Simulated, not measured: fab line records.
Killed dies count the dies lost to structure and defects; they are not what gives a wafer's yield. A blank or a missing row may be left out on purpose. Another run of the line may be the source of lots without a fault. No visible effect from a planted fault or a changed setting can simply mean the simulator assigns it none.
fab line records    flow gf180mcu
record: lots: 6  wafers: 18  last-day: 34
route steps=602 shown V1@361 M2@362 PASSIVATION@602
lots that met no fault: taken from a fault-free run of the same line
start-h: start of the lot's first displayed wafer, in hours after the record's first day    wait-h: hours from the lot's prior step to this one    " same as the row above    L1.1+2: a row that stands for several wafers    - no value present, or no start provided    * or withheld: withheld    < > ~ a bound
route shown NAME@n: NAME is a module with steps in the file, n the number in the route of the first one    usual: mean/standard deviation of fault-free wafers    same: alike in all rows    chamber/n: place in a boat    sites: each site's reading    _std_site: how widely they spread, as a standard deviation    _edge_site: outer sites' mean less inner sites'    radius-mm: for every site, how far away it sits from the centre of the wafer    mask NAME#n: copy n    behind: the most recent tool/chamber to have shaped the wafer    hold: cause of the lot's hold/its duration in hours/its outcome    device: which transistor (n, p or np) failed to switch    end of line: the route-end tests of the same wafers    where a step has no rows: the recipe by itself    killed: count of dies lost to structure and defects at first sort (not the wafer's yield)    map: shows each die of a wafer: x if killed, . if not, _ if none is there
set.NAME: the setting as run; set.NAME@STEP: as run at that earlier step    model.NAME: the simulator's own value behind a step, which no gauge read
a table for each step, a row for each wafer; lots at some steps of the route
services: a tool's chamber out of use, with start hour (start-h, from the record's first day; less than 0 if before it), hours out, and reason
== steps ==
step: GF_V1_CMP_26
recipe: stop-on: SiO2  down-force-psi: 3.5  platen-rpm: 60  t-overpolish-s: 15  target-thk-nm: 0  pad-velocity-m-s: 0.94248
usual: motor-current-A: 10.8/1  overpolish-run-s: 15.001/0.0092  platen-rpm: 60.00/0.04  retaining-ring-pressure-frac: 1.000/0.005  slurry-flow-ml-min: 149.9/0.47  time-to-endpoint-s: 85/3.2
lot.wafer  tool    chamber  start-h  wait-h  motor-current-A  overpolish-run-s  platen-rpm  retaining-ring-pressure-frac  slurry-flow-ml-min  time-to-endpoint-s
L354.1     cmp-01  2        405.42   0.1     10.6             15.019            60.04       1.005                         150.0               86
L354.3     "       3        "        "       10.0             14.998            60.02       0.995                         149.7               82
L354.2     "       0        "        "       9.8              15.003            59.95       1.004                         150.3               91
L359.1     cmp-01  3        457.20   0.1     10.1             14.994            60.00       1.006                         149.8               86
L359.3     "       1        "        "       12.0             15.003            59.99       1.001                         149.7               86
L359.5     "       3        "        "       9.9              14.998            60.05       0.996                         149.3               84
L360.3     cmp-01  1        460.90   0.0     12.1             15.000            59.91       1.008                         149.4               82
L360.2     "       2        "        "       10.9             14.994            59.93       0.993                         150.5               87
L360.5     "       1        "        "       11.6             15.007            60.05       1.005                         150.5               85
L373.4     cmp-02  3        575.79   0.0     10.1             14.996            59.93       0.996                         149.8               86
L373.1     "       0        "        "       12.3             15.017            60.11       1.004                         150.3               79
L373.2     "       2        "        "       12.0             14.990            60.02       1.001                         150.1               84
L375.4     cmp-01  1        591.59   0.1     11.8             14.994            60.03       0.993                         149.6               79
L375.6     "       3        "        "       10.7             15.005            59.99       0.998                         150.1               80
L375.5     "       0        "        "       9.8              15.014            60.06       1.004                         150.9               82
L377.4     cmp-02  3        607.15   0.1     9.7              15.001            60.08       0.991                         150.5               88
L377.2     "       0        "        "       13.3             14.997            59.95       1.000                         150.3               81
L377.3     "       1        "        "       10.0             15.016            59.94       0.993                         150.3               85
step: GF_M2_SPUTTER_00
recipe: material: Ti  target-thk-nm: 37.5  arriving-ion-energy-ev: 80  substrate-temp-c: 200  chamber-pressure-pa: 2  power-w: 4000  time-s: 150
usual: throttle-valve-pct: 29.7/0.98
lot.wafer  tool            chamber  start-h  wait-h  throttle-valve-pct
L354.1     pvd-sputter-01  -        405.67   0.2     28.3
L354.2     "               -        "        "       28.7
L354.3     "               -        "        "       29.6
L359.1     pvd-sputter-04  -        457.45   0.2     29.9
L359.3     "               -        "        "       29.2
L359.5     "               -        "        "       28.7
L360.2     pvd-sputter-01  -        461.20   0.2     28.2
L360.3     "               -        "        "       29.9
L360.5     "               -        "        "       28.4
L373.1     pvd-sputter-04  -        576.09   0.2     31.8
L373.2     "               -        "        "       28.9
L373.4     "               -        "        "       29.3
L375.4     pvd-sputter-01  -        591.84   0.2     29.9
L375.5     "               -        "        "       28.6
L375.6     "               -        "        "       28.4
L377.2     pvd-sputter-02  -        607.40   0.1     29.6
L377.3     "               -        "        "       29.6
L377.4     "               -        "        "       31.2
step: GF_M2_SPUTTER_01
recipe: material: TiN  target-thk-nm: 30  power-w: 6500  time-s: 25  chamber-pressure-pa: 0.4
step: GF_M2_SPUTTER_02
recipe: material: AlCu  target-thk-nm: 450  power-w: 10600  time-s: 23.9  chamber-pressure-pa: 0.4
usual: throttle-valve-pct: 29.7/0.98
lot.wafer  tool            chamber  start-h  wait-h  throttle-valve-pct
L354.1     pvd-sputter-01  -        405.81   0.0     28.2
L354.2     "               -        "        "       28.6
L354.3     "               -        "        "       30.2
L359.1     pvd-sputter-04  -        457.58   0.0     29.7
L359.3     "               -        "        "       29.0
L359.5     "               -        "        "       28.5
L360.2     pvd-sputter-01  -        461.33   0.0     28.2
L360.3     "               -        "        "       29.6
L360.5     "               -        "        "       28.2
L373.1     pvd-sputter-04  -        576.24   0.0     31.9
L373.2     "               -        "        "       28.9
L373.4     "               -        "        "       29.7
L375.4     pvd-sputter-01  -        591.93   0.0     30.1
L375.5     "               -        "        "       28.6
L375.6     "               -        "        "       28.3
L377.2     pvd-sputter-02  -        607.53   0.0     29.5
L377.3     "               -        "        "       29.9
L377.4     "               -        "        "       31.6
step: GF_M2_SPUTTER_03
recipe: material: Ti  target-thk-nm: 10  substrate-temp-c: 300  chamber-pressure-pa: 0.3  power-w: 3000  time-s: 6.7
usual: throttle-valve-pct: 29.7/0.96
lot.wafer  tool            chamber  start-h  wait-h  throttle-valve-pct
L354.1     pvd-sputter-01  -        405.85   0.0     28.4
L354.2     "               -        "        "       28.5
L354.3     "               -        "        "       29.9
L359.1     pvd-sputter-04  -        457.61   0.0     29.2
L359.3     "               -        "        "       29.2
L359.5     "               -        "        "       28.9
L360.2     pvd-sputter-01  -        461.36   0.0     28.2
L360.3     "               -        "        "       30.0
L360.5     "               -        "        "       28.4
L373.1     pvd-sputter-04  -        576.28   0.0     31.7
L373.2     "               -        "        "       28.7
L373.4     "               -        "        "       29.7
L375.4     pvd-sputter-01  -        591.96   0.0     29.9
L375.5     "               -        "        "       28.7
L375.6     "               -        "        "       28.5
L377.2     pvd-sputter-02  -        607.56   0.0     29.9
L377.3     "               -        "        "       29.6
L377.4     "               -        "        "       31.6
step: GF_M2_SPUTTER_04
recipe: material: TiN  target-thk-nm: 50  power-w: 6500  time-s: 41.7  chamber-pressure-pa: 0.4
usual: throttle-valve-pct: 29.7/0.95
lot.wafer  tool            chamber  start-h  wait-h  throttle-valve-pct
L354.1     pvd-sputter-01  -        405.87   0.0     28.4
L354.2     "               -        "        "       28.7
L354.3     "               -        "        "       29.8
L359.1     pvd-sputter-04  -        457.63   0.0     29.5
L359.3     "               -        "        "       29.3
L359.5     "               -        "        "       28.9
L360.2     pvd-sputter-01  -        461.38   0.0     28.3
L360.3     "               -        "        "       30.0
L360.5     "               -        "        "       28.3
L373.1     pvd-sputter-04  -        576.30   0.0     31.7
L373.2     "               -        "        "       28.9
L373.4     "               -        "        "       29.1
L375.4     pvd-sputter-01  -        591.99   0.0     29.9
L375.5     "               -        "        "       28.5
L375.6     "               -        "        "       28.4
L377.2     pvd-sputter-02  -        607.58   0.0     29.4
L377.3     "               -        "        "       29.7
L377.4     "               -        "        "       31.5
step: GF_M2_RS_MEAS_05
recipe: thk-meas-gauge: four-point-probe  reads: TiN_of_M2_SPUTTER_04+Ti_of_M2_SPUTTER_03+AlCu_of_M2_SPUTTER_02+TiN_of_M2_SPUTTER_01+Ti_of_M2_SPUTTER_00
usual: M2_ALCU_RS: 0.0698/0.00073
lot.wafer  tool           chamber  start-h  wait-h  M2_ALCU_RS[ohm/sq]
L354.1     film-metro-04  -        405.91   0.0     0.0688
L354.2     "              -        "        "       0.0690
L354.3     "              -        "        "       0.0690
L359.1     film-metro-02  -        457.67   0.0     0.0702
L359.3     "              -        "        "       0.0696
L359.5     "              -        "        "       0.0706
L360.2     film-metro-02  -        461.44   0.0     0.0694
L360.3     "              -        "        "       0.0699
L360.5     "              -        "        "       0.0698
L373.1     film-metro-02  -        576.34   0.0     0.0696
L373.2     "              -        "        "       0.0700
L373.4     "              -        "        "       0.0704
L375.4     film-metro-02  -        592.07   0.1     0.0702
L375.5     "              -        "        "       0.0705
L375.6     "              -        "        "       0.0703
L377.2     film-metro-03  -        607.64   0.0     0.0697
L377.3     "              -        "        "       0.0703
L377.4     "              -        "        "       0.0692
step: GF_M2_THK_MEAS_06
recipe: thk-meas-gauge: xrf  reads: AlCu_of_M2_SPUTTER_02
usual: M2_ALCU_THK: 463/5.1
lot.wafer  tool           chamber  start-h  wait-h  M2_ALCU_THK[nm]
L354.1     film-metro-04  -        406.03   0.1     466
L354.2     "              -        "        "       466
L354.3     "              -        "        "       467
L359.1     film-metro-02  -        457.79   0.1     460
L359.3     "              -        "        "       468
L359.5     "              -        "        "       460
L360.2     film-metro-02  -        461.55   0.1     466
L360.3     "              -        "        "       463
L360.5     "              -        "        "       466
L373.1     film-metro-02  -        576.46   0.1     463
L373.2     "              -        "        "       462
L373.4     "              -        "        "       458
L375.4     film-metro-02  -        592.16   0.1     457
L375.5     "              -        "        "       457
L375.6     "              -        "        "       462
L377.2     film-metro-03  -        607.75   0.1     464
L377.3     "              -        "        "       462
L377.4     "              -        "        "       468
step: GF_M2_DEHYDRATE_07
recipe: temp-c: 200  time-s: 60
step: GF_M2_HMDS_08
recipe: prime-time-s: 60  prime-temp-c: 120
step: GF_M2_COAT_09
recipe: resist: KrF  spin-rpm: withheld  resist-thk-nm: 1000
step: GF_M2_SOFTBAKE_10
recipe: temp-c: 130  time-s: 60  resist: KrF
step: GF_M2_EXPOSE_11
recipe: mask-id: Metal2  target-cd-nm: 280  na: 0.68  source-shape: conventional  sigma-outer: 0.6  dose-mj: 28
usual: exposure-dose-mJ-cm2: 28.354/0.027  stage-vel-mm-s: 500.02/0.23
lot.wafer  tool            chamber  start-h  wait-h  mask      exposure-dose-mJ-cm2  stage-vel-mm-s
L354.1     krf-scanner-01  0        417.48   -       Metal2#0  28.344                500.36
L354.2     "               0        "        "       Metal2#0  28.353                499.91
L354.3     "               0        "        "       Metal2#0  28.346                499.72
L359.1     krf-scanner-02  0        469.18   -       Metal2#0  28.319                499.88
L359.3     "               0        "        "       Metal2#0  28.343                499.98
L359.5     "               0        "        "       Metal2#0  28.328                499.72
L360.2     krf-scanner-01  0        473.87   -       Metal2#0  28.331                499.79
L360.3     "               0        "        "       Metal2#0  28.429                500.23
L360.5     "               0        "        "       Metal2#0  28.370                499.79
L373.1     krf-scanner-02  0        587.06   -       Metal2#0  27.267                500.30
L373.2     "               0        "        "       Metal2#0  27.284                500.09
L373.4     "               0        "        "       Metal2#0  27.306                499.94
L375.4     krf-scanner-02  0        603.21   -       Metal2#0  26.438                500.01
L375.5     "               0        "        "       Metal2#0  26.458                499.85
L375.6     "               0        "        "       Metal2#0  26.442                500.12
L377.2     krf-scanner-01  0        618.02   -       Metal2#0  28.392                499.88
L377.3     "               0        "        "       Metal2#0  28.359                500.18
L377.4     "               0        "        "       Metal2#0  28.320                500.23
step: GF_M2_PEB_12
recipe: peb-temp-c: 134.3  peb-time-s: 90  resist: KrF
step: GF_M2_DEVELOP_13
recipe: develop-time-s: 60  dev-temp-c: 21
step: GF_M2_CD_MEAS_14
recipe: target-cd-nm: 280
usual: cd-nm: 280.1/1.2
lot.wafer  tool       chamber  start-h  wait-h  cd-nm
L354.1     cd-sem-02  -        429.60   0.1     278.0
L354.2     "          -        "        "       277.4
L354.3     "          -        "        "       279.0
L359.1     cd-sem-02  -        481.36   0.1     279.3
L359.3     "          -        "        "       280.0
L359.5     "          -        "        "       278.8
L360.2     cd-sem-02  -        485.57   0.1     281.2
L360.3     "          -        "        "       280.1
L360.5     "          -        "        "       279.6
L373.1     cd-sem-01  -        597.82   0.1     279.1
L373.2     "          -        "        "       263.7
L373.4     "          -        "        "       275.2
L375.4     cd-sem-01  -        613.16   0.1     254.7
L375.5     "          -        "        "       274.6
L375.6     "          -        "        "       278.4
L377.2     cd-sem-02  -        627.91   0.2     281.4
L377.3     "          -        "        "       282.3
L377.4     "          -        "        "       281.7
step: GF_M2_OVL_MEAS_15
usual: M2_OVL: 2/6.4
lot.wafer  tool        chamber  start-h  wait-h  M2_OVL[nm]
L354.1     overlay-02  -        429.72   0.1     7
L354.2     "           -        "        "       8
L354.3     "           -        "        "       -6
L359.1     overlay-02  -        481.48   0.1     -3
L359.3     "           -        "        "       -1
L359.5     "           -        "        "       -14
L360.2     overlay-02  -        485.68   0.1     2
L360.3     "           -        "        "       -2
L360.5     "           -        "        "       -6
L373.1     overlay-02  -        597.94   0.1     2
L373.2     "           -        "        "       -2
L373.4     "           -        "        "       1
L375.4     overlay-02  -        613.24   0.1     4
L375.5     "           -        "        "       -1
L375.6     "           -        "        "       2
L377.2     overlay-01  -        628.02   0.1     13
L377.3     "           -        "        "       11
L377.4     "           -        "        "       10
step: GF_M2_METAL_ETCH_16
recipe: chemistry: Cl2/BCl3  mask-material: KrF  target-depth-nm: 627.5  stop-on: SiO2  pressure-mtorr: 8  icp-w: 800  bias-w: 140  Cl2_flow_sccm: 80  bcl3-flow-sccm: 40  time-s: 104.6
usual: chamber-pressure-mTorr: 8.001/0.0076  drypump-motor-current-A: 5.6/0.31  oes-product-au: 0.971/0.0064  throttle-valve-pct: 28.250/0.011
lot.wafer  tool          chamber  start-h  wait-h  chamber-pressure-mTorr  drypump-motor-current-A  oes-product-au  rf-hours-counter-h  throttle-valve-pct  model.M2.cd-nm
L354.1     rie-metal-01  1        429.76   0.0     8.003                   5.8                      0.983           8                   28.240              275.6
L354.2     "             0        "        "       7.999                   5.7                      0.974           2                   28.249              275.3
L354.3     "             0        "        "       7.990                   5.7                      0.979           -                   28.242              279.3
L359.1     rie-metal-01  1        481.51   0.0     8.001                   5.8                      0.956           9                   28.235              275.3
L359.3     "             1        "        "       7.993                   5.8                      0.967           -                   28.253              277.9
L359.5     "             1        "        "       7.996                   5.8                      0.962           -                   28.262              276.3
L360.2     rie-metal-02  0        485.71   0.0     7.991                   6.1                      0.974           1                   28.239              281.6
L360.3     "             1        "        "       7.997                   5.4                      0.969           -                   28.233              280.4
L360.5     "             0        "        "       8.014                   6.1                      0.974           -                   28.241              279.6
L373.1     rie-metal-01  1        597.98   0.0     7.997                   5.8                      0.967           12                  28.246              274.1
L373.2     "             0        "        "       7.998                   5.7                      0.967           7                   28.248              262.9
L373.4     "             0        "        "       8.006                   5.7                      0.965           -                   28.252              272.6
L375.4     rie-metal-04  0        613.37   0.1     8.007                   5.4                      0.966           -                   28.252              250.9
L375.5     "             0        "        "       7.998                   5.4                      0.966           -                   28.249              270.3
L375.6     "             0        "        "       7.990                   5.4                      0.965           -                   28.243              275.4
L377.2     rie-metal-02  1        628.05   0.0     8.010                   5.4                      0.974           2                   28.262              281.8
L377.3     "             1        "        "       8.005                   5.4                      0.961           -                   28.261              283.2
L377.4     "             0        "        "       7.995                   6.0                      0.969           -                   28.258              281.6
step: GF_M2_STRIP_17
recipe: chemistry: O2/N2  power-w: 1400  pressure-mtorr: 1500  platen-temp-c: 250  o2-flow-sccm: 3000  n2-flow-sccm: 300  overash-fraction: 0.5
step: GF_PASSIVATION_PROBE_99
lot.wafer  tool       chamber  start-h  wait-h  model.etest.met2.width-nm  model.etest.met2.line-ohm-um
L354.1     prober-02  -        669.98   0.1     273.2                      0.2579
L354.2     prober-02  -        670.03   0.1     273.7                      0.2597
L354.3     prober-02  -        670.08   0.2     281.5                      0.2522
L359.1     prober-01  -        709.96   0.1     275                        0.2621
L359.3     prober-01  -        710.06   0.2     277.5                      0.26
L359.5     prober-01  -        710.16   0.2     278.3                      0.2626
L360.2     prober-02  -        713.66   0.1     277.1                      0.2591
L360.3     prober-02  -        713.71   0.2     277.9                      0.262
L360.5     prober-02  -        713.81   0.2     279.8                      0.2564
L373.1     prober-02  -        793.98   0.1     276.1                      0.2613
L373.2     prober-02  -        794.03   0.1     265                        0.2762
L373.4     prober-02  -        794.13   0.2     270.6                      0.2711
L375.4     prober-02  -        807.20   0.2     246.6                      0.2936
L375.5     prober-02  -        807.25   0.2     269.2                      0.2707
L375.6     prober-02  -        807.30   0.2     276.5                      0.2631
L377.2     prober-02  -        817.15   0.1     277.6                      0.2589
L377.3     prober-02  -        817.20   0.2     283.5                      0.2572
L377.4     prober-02  -        817.25   0.2     277.2                      0.2555
killed by level:class
L354.1 V3:geometric-particle:open=7 V2:geometric-particle:short=4 V4:geometric-particle:open=4 V4:geometric-particle:short=3 CONTACT:geometric-particle:short=3 CONTACT:geometric-particle:open=2 M1:geometric-particle:short=2 V1:geometric-particle:open=2
L354.2 CONTACT:geometric-particle:open=5 CONTACT:geometric-particle:short=3 V4:geometric-particle:open=3 V5:geometric-particle:open=3 STI:geometric-particle:short=2 POLY_GATE:geometric-particle:short=2 POLY_GATE:geometric-particle:open=2 V1:geometric-particle:open=2
L354.3 CONTACT:geometric-particle:open=4 V4:geometric-particle:short=4 V5:geometric-particle:open=4 STI:geometric-particle:open=3 V1:geometric-particle:open=3 V2:geometric-particle:open=3 M1:geometric-particle:open=2 M2:geometric-particle:short=2
L359.1 CONTACT:geometric-particle:open=6 V3:geometric-particle:short=5 V3:geometric-particle:open=4 V5:geometric-particle:open=4 V1:geometric-particle:open=3 M5:geometric-particle:short=3 STI:geometric-particle:short=2 POLY_GATE:geometric-particle:short=2
L359.3 V2:geometric-particle:open=7 V4:geometric-particle:open=6 V3:geometric-particle:open=5 V4:geometric-particle:short=3 STI:geometric-particle:short=2 STI:geometric-particle:open=2 POLY_GATE:geometric-particle:short=2 CONTACT:geometric-particle:open=2
L359.5 V1:geometric-particle:open=8 V4:geometric-particle:open=6 V2:geometric-particle:open=5 V3:geometric-particle:open=5 CONTACT:geometric-particle:open=4 CONTACT:geometric-particle:short=4 V2:geometric-particle:short=4 V5:geometric-particle:open=4
L360.2 CONTACT:geometric-particle:open=5 V4:geometric-particle:open=4 STI:geometric-particle:open=3 V1:geometric-particle:short=3 M3:geometric-particle:short=3 V2:geometric-particle:open=2 POLY_GATE:geometric-particle:open=2 POLY_GATE:geometric-particle:short=2
L360.3 V1:geometric-particle:open=7 V3:geometric-particle:short=5 STI:geometric-particle:short=4 V3:geometric-particle:open=4 CONTACT:geometric-particle:open=3 V1:geometric-particle:short=3 V2:geometric-particle:open=3 V4:geometric-particle:open=3
L360.5 V2:geometric-particle:open=5 CONTACT:geometric-particle:open=4 M1:geometric-particle:short=3 V1:geometric-particle:open=3 V4:geometric-particle:open=3 M5:geometric-particle:short=3 V5:geometric-particle:open=3 SALICIDE:geometric-particle:open=2
L377.2 CONTACT:geometric-particle:open=10 V5:geometric-particle:open=5 M4:geometric-particle:short=4 V5:geometric-particle:short=4 M1:geometric-particle:short=3 V1:geometric-particle:open=3 V2:geometric-particle:open=3 V1:geometric-particle:short=2
L377.3 V2:geometric-particle:short=8 V5:geometric-particle:open=6 CONTACT:geometric-particle:short=5 STI:geometric-particle:short=3 CONTACT:geometric-particle:open=3 M1:geometric-particle:short=3 M2:geometric-particle:short=3 V2:geometric-particle:open=3
L377.4 V2:geometric-particle:open=6 V4:geometric-particle:open=5 V1:geometric-particle:open=5 M2:geometric-particle:short=5 V5:geometric-particle:open=4 M1:geometric-particle:short=3 V3:geometric-particle:open=3 M3:geometric-particle:short=3
== services ==
tool            chamber  start-h  hours  kind
pvd-sputter-04  -        381.56   6.6    repair
cmp-01          -        383.28   0.8    repair
rie-metal-01    -        393.75   0.2    repair
pvd-sputter-04  -        398.23   2.0    repair
pvd-sputter-02  -        400.02   2.0    repair
rie-metal-01    -        407.56   14.6   pm
pvd-sputter-04  -        430.73   1.4    repair
krf-scanner-01  -        435.15   0.8    pm
krf-scanner-01  -        454.48   1.3    pm
krf-scanner-02  -        463.51   4.4    pm
rie-metal-01    1        477.01   3.0    repair
krf-scanner-02  -        484.75   0.8    pm
pvd-sputter-01  -        486.16   3.1    repair
krf-scanner-02  -        512.75   1.0    pm
krf-scanner-01  -        519.92   1.0    pm
krf-scanner-02  -        524.87   1.3    pm
rie-metal-01    -        535.48   3.0    repair
krf-scanner-01  -        543.47   1.9    repair
cmp-01          -        572.00   4.0    pm
krf-scanner-01  -        573.83   4.4    pm
cmp-01          -        578.91   6.1    repair
krf-scanner-02  -        582.19   4.0    pm
cmp-01          -        604.98   3.6    pm
pvd-sputter-02  -        623.42   0.7    repair
== key ==
first-sign: step: GF_M2_EXPOSE_11  reading: exposure-dose-mJ-cm2  direction: down  sigmas: 56  usual: 28.354  struck: 26.866
effect: step: GF_M2_CD_MEAS_14  reading: cd-nm  direction: down  sigmas: 7.4  usual: 280.1  struck: 270.9  wafers-moved: 4  through: control-loop
model-effect: step: GF_M2_METAL_ETCH_16  value: M2.cd-nm  without: 276.1  struck: 267.7
model-effect: step: GF_PASSIVATION_PROBE_99  value: etest.met2.width-nm  without: 275.7  struck: 267.3
met-at GF_M2_EXPOSE_11
struck-wafers L373.1,L373.2,L373.4,L375.4,L375.5,L375.6
sort-left-out L373.1,L373.2,L373.4,L375.4,L375.5,L375.6
loop-trim: step: GF_M2_EXPOSE_11  setting: dose  lots: L373,L375
onset-between 469.18 587.06
fault: kind: process-parameter-drift  tool: krf-scanner-02  chamber: -  onset-h: 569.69  steps: GF_M2_EXPOSE_11  channel: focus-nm  offset: 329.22  spread-by-wafer: 0.3  shape: step  end-h: 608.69
sort-left-out: the simulated sort isn't trusted on such a fault, so these wafers' sort isn't shown, and their yield isn't known
loop-trim: a control loop set the setting to another value than it would have without faults
